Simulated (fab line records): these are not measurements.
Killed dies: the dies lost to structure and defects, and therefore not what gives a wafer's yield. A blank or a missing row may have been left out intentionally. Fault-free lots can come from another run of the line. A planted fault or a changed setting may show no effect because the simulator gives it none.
Which tool is to blame?	flow gf180mcu	6 lots with 18 wafers sampled at 2 steps, on a route of 602 steps

WHAT THE GAUGES SHOWED, per wafer
GF_M4_THK_MEAS_06: measures by xrf.
lot	measured	on	M4_ALCU_THK (nm)
L531	day 22 16:02	film metro-01	451 449 455
L535	day 24 14:30	film metro-03	448 435 440
L537	day 24 23:07	film metro-03	445 449 450
L541	day 26 05:11	film metro-04	455 452 459
L548	day 28 15:47	film metro-03	455 455 448
L553	day 29 20:55	film metro-04	443 444 431

WHAT TOOL EACH LOT RAN ON (gives the tool, then ch and the chambers of the sampled wafers, and finally the start)
lot	GF_M4_SPUTTER_00
L531	pvd sputter-02, day 22 15:41
L535	pvd sputter-01, day 24 14:10
L537	pvd sputter-02, day 24 22:46
L541	pvd sputter-02, day 26 04:51
L548	pvd sputter-02, day 28 15:27
L553	pvd sputter-01, day 29 20:35
- GF_M4_SPUTTER_00: material Ti, target thk 37.5 nm, time 150 s.

THE ANSWER, worked out from the rows above alone
Rule: the lots themselves supply what counts as usual. Put in order of their means at a reading, lots are off if they are a third of the lots or fewer, leave a main group of 4 or more, and stand apart from it by a gap of 3 or more times the standard deviation of the main group's means; of several such gaps the widest counts. Not used: any main group whose means are identical at the precision the tables above print for the reading. Also off: a lot with no number at a reading for which 4 or more lots have one. Where the step has rows for the other lots, those lots are counted as sound.
None of the lots is off at any reading shown; this tells nothing.

WHAT THE SIMULATOR HAD INSERTED
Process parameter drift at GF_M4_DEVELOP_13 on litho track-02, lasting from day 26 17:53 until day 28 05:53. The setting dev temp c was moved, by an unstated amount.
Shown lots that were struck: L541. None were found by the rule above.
